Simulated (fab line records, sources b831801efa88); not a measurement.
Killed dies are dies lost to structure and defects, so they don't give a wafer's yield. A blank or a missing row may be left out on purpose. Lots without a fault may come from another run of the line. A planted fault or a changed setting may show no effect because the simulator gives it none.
fab line records | flow sky130
record lots=11 wafers=33 last_day=50
route steps=708 shown LOCAL_INTERCONNECT@388 CONTACT@406 PAD_OPEN@708
lots that met no fault: from a run of the same line without faults
start_h: hours from the record's first day to the start of the lot's first wafer shown | wait_h: hours since the lot's step before | " the same as in the row above | L1.1+2: a row that stands for several wafers | - no value, or no start given | * or withheld: withheld | < > ~ a bound
route shown NAME@n: a module of which the file shows steps, and the number in the route of the first | usual: mean/standard deviation of fault-free wafers | same: alike in all rows | chamber/n: place in a boat | sites: the reading at each site | _std_site: their standard deviation | _edge_site: outer sites' mean less inner sites' | radius_mm: how far each site lies from the wafer's centre | mask NAME#n: copy n | behind: the tool/chamber that last shaped the wafer | hold: why the lot was held/for how many hours/how that ended | device: the transistor (n, p or np) that didn't switch | end of line: the same wafers' tests at the end of the route | a step without rows: its recipe alone | killed: dies lost to structure and defects at the first sort, not the wafer's yield | map: a wafer's dies, x killed, . not, _ none there
set.NAME: the setting as run; set.NAME@STEP: as run at that earlier step | model.NAME: the simulator's own value behind a step, which no gauge read
steps of the route over a sample of lots; a table a step, a row a wafer
services: from which hour (start_h, from the record's first day; less than 0 if before it) a tool's chamber was out of use, for how many hours, and why
## steps
# step SKY_LOCAL_INTERCONNECT_RS_MEAS_01
# recipe thk_meas_gauge=four-point-probe reads=TiN_of_LOCAL_INTERCONNECT_SPUTTER_00
# usual LOCAL_INTERCONNECT_TIN_RS=13.60/0.15
# columns lot.wafer tool chamber start_h wait_h LOCAL_INTERCONNECT_TIN_RS[ohm/sq]
L292.4 film_metro-01 - 707.10 0.1 13.38
L292.5 " - " " 13.33
L292.6 " - " " 13.32
L294.2 film_metro-01 - 710.86 0.1 13.63
L294.5 " - " " 13.67
L294.6 " - " " 13.54
L296.1 film_metro-01 - 735.58 0.0 13.83
L296.3 " - " " 13.43
L296.5 " - " " 13.81
L298.1 film_metro-02 - 748.68 0.0 13.39
L298.5 " - " " 13.49
L298.6 " - " " 13.45
L299.1 film_metro-03 - 749.24 0.0 13.65
L299.3 " - " " 13.50
L299.6 " - " " 13.73
L301.1 film_metro-03 - 751.27 0.0 13.39
L301.4 " - " " 13.55
L301.6 " - " " 13.55
L300.2 film_metro-03 - 762.49 0.1 13.43
L300.5 " - " " 13.45
L300.6 " - " " 13.61
L302.4 film_metro-01 - 780.63 0.1 13.87
L302.5 " - " " 13.74
L302.6 " - " " 13.84
L308.2 film_metro-01 - 814.68 0.1 13.45
L308.5 " - " " 13.32
L308.6 " - " " 13.47
L311.1 film_metro-03 - 846.72 0.0 13.73
L311.3 " - " " 13.67
L311.5 " - " " 13.70
L313.2 film_metro-01 - 851.50 0.1 13.70
L313.3 " - " " 13.65
L313.6 " - " " 13.69
# step SKY_LOCAL_INTERCONNECT_STRIP_15
# recipe chemistry=O2/N2 power_w=1400 pressure_mtorr=1500 platen_temp_c=withheld o2_flow_sccm=3000 n2_flow_sccm=300 overash_fraction=0.5
# usual drypump_motor_current_A=5.5/0.53 oes_product_au=0.427/0.0047 strip_time_to_endpoint_s=4.719/0.025
# same overash_fraction=0.5
# columns lot.wafer tool chamber start_h wait_h drypump_motor_current_A oes_product_au rf_hours_counter_h strip_time_to_endpoint_s
L292.4 plasma_asher-04 0 727.94 0.1 5.6 0.433 - 4.739
L292.5 " 0 " " 5.6 0.427 - 4.771
L292.6 " 1 " " 5.2 0.428 - 4.751
L294.2 plasma_asher-04 1 736.39 0.0 5.2 0.432 90 4.744
L294.5 " 1 " " 5.1 0.433 - 4.726
L294.6 " 0 " " 5.6 0.428 - 4.738
L296.1 plasma_asher-02 0 763.57 0.1 6.7 0.430 30 4.753
L296.3 " 0 " " 6.7 0.424 - 4.721
L296.5 " 1 " " 5.3 0.429 - 4.748
L298.1 plasma_asher-04 0 775.24 0.0 5.6 0.429 94 4.749
L298.5 " 1 " " 5.2 0.432 - 4.751
L298.6 " 0 " " 5.6 0.419 - 4.739
L299.1 plasma_asher-01 0 775.59 0.0 4.9 0.432 3 4.703
L299.3 " 1 " " 5.7 0.430 - 4.681
L299.6 " 0 " " 4.9 0.424 - 4.667
L301.1 plasma_asher-02 0 777.24 0.0 6.8 0.429 31 4.763
L301.4 " 1 " " 5.3 0.432 - 4.773
L301.6 " 1 " " 5.3 0.431 - 4.770
L300.2 plasma_asher-04 0 788.74 0.0 5.7 0.428 95 4.748
L300.5 " 0 " " 5.7 0.428 - 4.741
L300.6 " 1 " " 5.1 0.428 - 4.725
L302.4 plasma_asher-04 1 807.03 0.1 5.1 0.433 - 4.719
L302.5 " 1 " " 5.1 0.437 - 4.715
L302.6 " 0 " " 5.6 0.430 - 4.729
L308.2 plasma_asher-04 0 841.14 0.0 5.6 0.429 100 4.700
L308.5 " 0 " " 5.6 0.421 - 4.715
L308.6 " 1 " " 5.2 0.425 - 4.712
L311.1 plasma_asher-02 0 872.54 0.0 6.8 0.427 40 4.706
L311.3 " 1 " " 5.3 0.423 - 4.740
L311.5 " 1 " " 5.3 0.426 - 4.680
L313.2 plasma_asher-02 0 878.05 0.1 6.8 0.427 41 4.719
L313.3 " 1 " " 5.3 0.422 - 4.704
L313.6 " 0 " " 6.8 0.423 - 4.688
# step SKY_CONTACT_CVD_00
# recipe material=Si3N4 target_thk_nm=75 temp_c=400 time_s=withheld rf_w=450
# usual heater_power_w=706/71
# columns lot.wafer tool chamber start_h wait_h heater_power_w
L292.4 pecvd-04 1 728.51 0.0 604
L292.5 " 2 " " 749
L292.6 " 0 " " 664
L294.2 pecvd-04 2 737.04 0.0 678
L294.5 " 0 " " 707
L294.6 " 1 " " 683
L296.1 pecvd-01 1 764.17 0.0 699
L296.3 " 2 " " 719
L296.5 " 0 " " 657
L298.1 pecvd-03 0 775.83 0.0 732
L298.5 " 0 " " 743
L298.6 " 2 " " 668
L299.1 pecvd-04 2 776.21 0.0 751
L299.3 " 1 " " 608
L299.6 " 2 " " 760
L301.1 pecvd-01 1 777.87 0.0 702
L301.4 " 1 " " 721
L301.6 " 0 " " 685
L301.1 pecvd-01 1 778 - 722
L301.4 " 1 " " 709
L301.6 " 0 " " 673
L300.2 pecvd-04 2 789.37 0.0 708
L300.5 " 1 " " 572
L300.6 " 0 " " 656
L302.4 pecvd-01 1 807.63 0.0 662
L302.5 " 1 " " 685
L302.6 " 2 " " 667
L308.2 pecvd-01 0 841.75 0.0 619
L308.5 " 2 " " 784
L308.6 " 0 " " 613
L308.2 pecvd-01 0 841 - 616
L308.5 " 2 " " 786
L308.6 " 0 " " 641
L311.1 pecvd-04 1 873.63 0.0 674
L311.3 " 2 " " 769
L311.5 " 0 " " 595
L313.2 pecvd-04 0 878.99 0.0 599
L313.3 " 2 " " 705
L313.6 " 1 " " 710
# step SKY_CONTACT_THK_MEAS_01
# recipe reads=Si3N4_of_CONTACT_CVD_00
# usual CONTACT_CVD_00_THK=75.0/0.84
# columns lot.wafer tool chamber start_h wait_h CONTACT_CVD_00_THK[nm]
L292.4 film_metro-01 - 728.56 - 75.0
L292.5 " - " " 75.3
L292.6 " - " " 76.2
L294.2 film_metro-02 - 737.08 - 74.3
L294.5 " - " " 75.5
L294.6 " - " " 74.9
L296.1 film_metro-01 - 764.20 - 74.5
L296.3 " - " " 74.5
L296.5 " - " " 75.4
L298.1 film_metro-02 - 775.86 - 73.7
L298.5 " - " " 75.9
L298.6 " - " " 75.4
L299.1 film_metro-04 - 776.24 - 74.4
L299.3 " - " " 73.6
L299.6 " - " " 74.9
L301.1 film_metro-02 - 778.10 - 148.1
L301.4 " - " " 151.2
L301.6 " - " " 151.8
L300.2 film_metro-02 - 789.41 - 74.3
L300.5 " - " " 74.1
L300.6 " - " " 75.2
L302.4 film_metro-02 - 807.70 - 75.0
L302.5 " - " " 74.4
L302.6 " - " " 76.1
L308.2 film_metro-01 - 842.03 - 148.7
L308.5 " - " " 151.0
L308.6 " - " " 151.2
L311.1 film_metro-04 - 873.66 - 74.2
L311.3 " - " " 73.1
L311.5 " - " " 76.4
L313.2 film_metro-02 - 879.03 - 75.0
L313.3 " - " " 73.6
L313.6 " - " " 74.2
# step SKY_CONTACT_THK_MEAS_03
# recipe reads=SiO2_of_CONTACT_HDPCVD_02
# usual CONTACT_HDPCVD_THK=562/6.8
# columns lot.wafer tool chamber start_h wait_h CONTACT_HDPCVD_THK[nm]
L292.4 film_metro-02 - 728.69 0.0 564
L292.5 " - " " 566
L292.6 " - " " 573
L294.2 film_metro-02 - 737.21 0.0 567
L294.5 " - " " 566
L294.6 " - " " 558
L296.1 film_metro-02 - 764.33 0.0 561
L296.3 " - " " 569
L296.5 " - " " 569
L298.1 film_metro-04 - 775.99 0.0 555
L298.5 " - " " 556
L298.6 " - " " 560
L299.1 film_metro-01 - 776.37 0.0 575
L299.3 " - " " 573
L299.6 " - " " 567
L301.1 film_metro-04 - 778.23 0.0 548
L301.4 " - " " 559
L301.6 " - " " 556
L300.2 film_metro-04 - 789.54 0.0 557
L300.5 " - " " 559
L300.6 " - " " 555
L302.4 film_metro-04 - 807.83 0.0 555
L302.5 " - " " 546
L302.6 " - " " 550
L308.2 film_metro-04 - 842.16 0.0 564
L308.5 " - " " 561
L308.6 " - " " 565
L311.1 film_metro-02 - 873.79 0.0 563
L311.3 " - " " 559
L311.5 " - " " 565
L313.2 film_metro-02 - 879.16 0.0 559
L313.3 " - " " 560
L313.6 " - " " 555
# step SKY_CONTACT_ETCH_18
# recipe target=Si3N4 chemistry=CHF3/O2 stop_on=TiN source_w=600 bias_w=200 pressure_mtorr=40 chf3_flow_sccm=50 O2_flow_sccm=5 time_s=39 target_depth_a=750
# usual drypump_motor_current_A=5.4/0.35 oes_product_au=0.854/0.0074 throttle_valve_pct=8.794/0.0087
# columns lot.wafer tool chamber start_h wait_h drypump_motor_current_A oes_product_au rf_hours_counter_h throttle_valve_pct
L292.4 rie_diel-04 2 - - 5.1 0.858 10 8.796
L292.5 " 3 " " 5.8 0.846 - 8.800
L292.6 " 0 " " 5.5 0.863 - 8.785
L294.2 rie_diel-04 1 - - 5.7 0.845 7 8.797
L294.5 " 3 " " 5.7 0.860 - 8.803
L294.6 " 2 " " 5.0 0.853 - 8.794
L296.1 rie_diel-02 3 - - 5.3 0.855 29 8.786
L296.3 " 0 " " 5.6 0.857 19 8.788
L296.5 " 3 " " 5.3 0.861 - 8.790
L298.1 rie_diel-04 3 - - 5.8 0.859 6 8.789
L298.5 " 2 " " 5.0 0.856 - 8.799
L298.6 " 1 " " 5.7 0.871 - 8.793
L299.1 rie_diel-03 3 - - 5.9 0.847 14 8.804
L299.3 " 1 " " 4.9 0.840 21 8.781
L299.6 " 1 " " 4.9 0.847 - 8.770
L301.1 rie_diel-02 0 - - 5.6 1.001 20 8.833
L301.4 " 3 " " 5.3 1.010 - 8.829
L301.6 " 0 " " 5.6 1.005 - 8.840
L300.2 rie_diel-03 1 - - 4.9 0.851 21 8.791
L300.5 " 3 " " 5.9 0.845 - 8.797
L300.6 " 0 " " 4.9 0.856 - 8.793
L302.4 rie_diel-04 1 - - 5.7 0.851 9 8.806
L302.5 " 3 " " 5.8 0.839 - 8.806
L302.6 " 2 " " 5.1 0.865 - 8.793
L308.2 rie_diel-04 0 - - 5.5 1.000 4 8.820
L308.5 " 2 " " 5.0 0.997 - 8.825
L308.6 " 3 " " 5.7 0.968 - 8.832
L311.1 rie_diel-02 0 - - 5.6 0.846 23 8.780
L311.3 " 2 " " 5.5 0.846 11 8.795
L311.5 " 2 " " 5.5 0.862 - 8.803
L313.2 rie_diel-03 0 - - 4.9 0.856 8 8.791
L313.3 " 2 " " 5.6 0.847 9 8.805
L313.6 " 1 " " 4.9 0.850 - 8.789
# step SKY_PAD_OPEN_PROBE_99
# usual killed_at_M0_to_M3=43/7.2 killed_at_M4_up=3.5/2 killed_at_contacts=24/5.2 killed_at_front_end=15/4.4 killed_at_other=0.2/0.48 killed_dies=85/9.4 killed_on_rim=16/3.7 killed_open=46/7.3 killed_short=39/6.1
# same gross_dies=492 killed_at_back_side=0
# columns lot.wafer tool chamber start_h wait_h killed_at_M0_to_M3 killed_at_M4_up killed_at_contacts killed_at_front_end killed_at_other killed_dies killed_on_rim killed_open killed_short
L298.1 prober-01 - 1127.15 0.1 49 1 21 13 0 84 15 44 40
L298.5 prober-01 - 1127.35 0.2 44 3 16 14 0 77 13 33 44
L298.6 prober-01 - 1127.40 0.2 47 1 16 14 0 78 12 41 37
L301.1 prober-02 - 1127.15 0.1 35 4 435 18 0 492 96 43 38
L301.4 prober-02 - 1127.30 0.2 40 2 439 10 1 492 96 41 41
L301.6 prober-02 - 1127.40 0.2 29 0 449 14 0 492 96 34 31
L300.2 prober-02 - 1136.29 0.1 41 4 28 21 0 94 13 54 39
L300.5 prober-02 - 1136.44 0.2 47 7 24 14 0 92 20 45 47
L300.6 prober-02 - 1136.49 0.2 41 4 27 18 0 90 13 50 40
L308.2 prober-01 - 1172.40 0.1 40 7 436 9 0 492 96 45 40
L308.5 prober-01 - 1172.55 0.2 48 2 430 12 0 492 96 52 40
L308.6 prober-01 - 1172.60 0.2 32 2 449 9 0 492 96 28 31
# killed by level:class
L298.1 VIA1:geometric_particle:open=9 CONTACT:geometric_particle:open=9 VIA1:geometric_particle:short=9 VIA3:geometric_particle:open=7 LI_CONTACT:geometric_particle:open=6 METAL1:geometric_particle:short=6 VIA2:geometric_particle:short=6 VIA2:geometric_particle:open=5
L301.1 CONTACT:area_etch=411 VIA1:geometric_particle:open=7 CONTACT:geometric_particle:open=6 FIELD_ISO:geometric_particle:short=5 LI_CONTACT:geometric_particle:short=5 LI_CONTACT:geometric_particle:open=5 VIA3:geometric_particle:open=5 VIA3:geometric_particle:short=5
L301.4 CONTACT:area_etch=410 LI_CONTACT:geometric_particle:open=11 CONTACT:geometric_particle:open=7 VIA3:geometric_particle:short=6 VIA1:geometric_particle:open=6 VIA2:geometric_particle:open=6 VIA1:geometric_particle:short=5 CONTACT:geometric_particle:short=4
L298.5 METAL1:geometric_particle:short=8 VIA1:geometric_particle:open=8 METAL2:geometric_particle:short=7 CONTACT:geometric_particle:open=6 VIA2:geometric_particle:open=5 FIELD_ISO:geometric_particle:short=4 POLY_GATE:geometric_particle:short=4 VIA2:geometric_particle:short=4
L298.6 VIA1:geometric_particle:open=11 CONTACT:geometric_particle:open=7 METAL1:geometric_particle:short=6 VIA2:geometric_particle:open=6 FIELD_ISO:geometric_particle:short=5 LI_CONTACT:geometric_particle:open=5 VIA3:geometric_particle:open=5 METAL2:geometric_particle:short=5
L301.6 CONTACT:area_etch=427 LI_CONTACT:geometric_particle:open=8 CONTACT:geometric_particle:open=8 METAL1:geometric_particle:short=5 FIELD_ISO:geometric_particle:short=4 VIA2:geometric_particle:open=4 CONTACT:geometric_particle:short=4 VIA3:geometric_particle:open=4
L300.2 CONTACT:geometric_particle:open=13 VIA1:geometric_particle:open=8 VIA2:geometric_particle:open=8 POLY_GATE:geometric_particle:open=6 LI_CONTACT:geometric_particle:short=6 VIA3:geometric_particle:open=5 VIA1:geometric_particle:short=5 METAL2:geometric_particle:short=5
L300.5 VIA3:geometric_particle:open=10 VIA1:geometric_particle:open=8 CONTACT:geometric_particle:open=8 METAL1:geometric_particle:short=8 METAL4:geometric_particle:short=6 LI_CONTACT:geometric_particle:open=5 CONTACT:geometric_particle:short=5 METAL2:geometric_particle:short=5
L300.6 VIA1:geometric_particle:open=14 CONTACT:geometric_particle:open=9 CONTACT:geometric_particle:short=5 FIELD_ISO:geometric_particle:short=4 FIELD_ISO:geometric_particle:open=4 POLY_GATE:geometric_particle:open=4 LI_CONTACT:geometric_particle:open=4 LOCAL_INTERCONNECT:geometric_particle:short=4
L308.2 CONTACT:area_etch=406 CONTACT:geometric_particle:open=13 VIA1:geometric_particle:open=12 LI_CONTACT:geometric_particle:open=8 METAL2:geometric_particle:short=7 CONTACT:geometric_particle:short=6 METAL1:geometric_particle:short=5 FIELD_ISO:geometric_particle:short=3
L308.5 CONTACT:area_etch=400 CONTACT:geometric_particle:open=15 CONTACT:geometric_particle:short=9 VIA1:geometric_particle:open=8 VIA2:geometric_particle:open=7 VIA3:geometric_particle:short=6 FIELD_ISO:geometric_particle:open=5 VIA1:geometric_particle:short=5
L308.6 CONTACT:area_etch=433 CONTACT:geometric_particle:open=7 VIA2:geometric_particle:open=6 VIA1:geometric_particle:open=5 CONTACT:geometric_particle:short=4 METAL2:geometric_particle:short=4 VIA3:geometric_particle:open=4 LI_CONTACT:geometric_particle:open=3
## services
# columns tool chamber start_h hours kind
pecvd-01 1 707.64 8.7 repair
pecvd-01 0 708.72 5.5 scheduled_down
pecvd-04 1 709.94 2.1 scheduled_down
pecvd-03 0 721.35 21.2 repair
rie_diel-03 2 728.26 7.5 repair
plasma_asher-01 - 733.02 1.4 repair
plasma_asher-01 - 734.38 9.0 pm
pecvd-03 - 744.33 28.1 pm
rie_diel-04 1 744.40 9.1 repair
pecvd-04 0 773.89 2.1 scheduled_down
pecvd-01 0 797.81 14.7 repair
plasma_asher-02 - 802.34 1.6 repair
rie_diel-04 1 807.96 1.3 repair
pecvd-01 1 818.12 - clean
pecvd-01 1 818.12 - consumable_replace:showerhead
pecvd-03 2 824.65 28.2 repair
pecvd-03 - 836.51 6.0 pm
rie_diel-04 2 846.26 4.9 repair
plasma_asher-01 - 846.42 2.8 pm
rie_diel-04 - 849.29 0.1 repair
pecvd-01 - 861.00 2.8 repair
plasma_asher-04 - 890.24 4.4 repair
rie_diel-02 3 892.39 8.7 repair
pecvd-03 - 892.82 4.8 repair
## key
first_sign step=SKY_CONTACT_CVD_00 reading=visit direction=added
effect step=SKY_CONTACT_THK_MEAS_01 reading=CONTACT_CVD_00_THK direction=up sigmas=89 usual=75.0 struck=150.3
effect step=SKY_CONTACT_ETCH_18 reading=oes_product_au direction=up sigmas=19 usual=0.854 struck=0.997
effect step=SKY_PAD_OPEN_PROBE_99 reading=killed_at_contacts direction=up sigmas=80 usual=24 struck=440
more_kills_born_at SKY_CONTACT_ETCH_18@rie_diel-02=1248 SKY_CONTACT_ETCH_18@rie_diel-04=1239
met_at SKY_CONTACT_CVD_00
struck_lots L301,L308
later_rows_left_out L301.1,L301.4,L301.6,L308.2,L308.5,L308.6
tester_left_out L301,L308
not_acting_at SKY_LOCAL_INTERCONNECT_RS_MEAS_01,SKY_LOCAL_INTERCONNECT_STRIP_15,SKY_CONTACT_THK_MEAS_03
fault kind=repeated_step_whole tool=pecvd-01,pecvd-03,pecvd-04 chamber=- onset_h=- steps=SKY_CONTACT_CVD_00 times=1 scope=struck_lots_only
# tester_left_out: of these lots the tester's yield and bins aren't shown, on N5 and GAA mostly nor the transistor test; their killed dies are dies lost to structure and defects alone, not to doping, threshold or leakage, so they don't give the yield
# later_rows_left_out: the simulator's readings of these wafers behind a module that went badly wrong aren't trusted and aren't shown, but for the sort
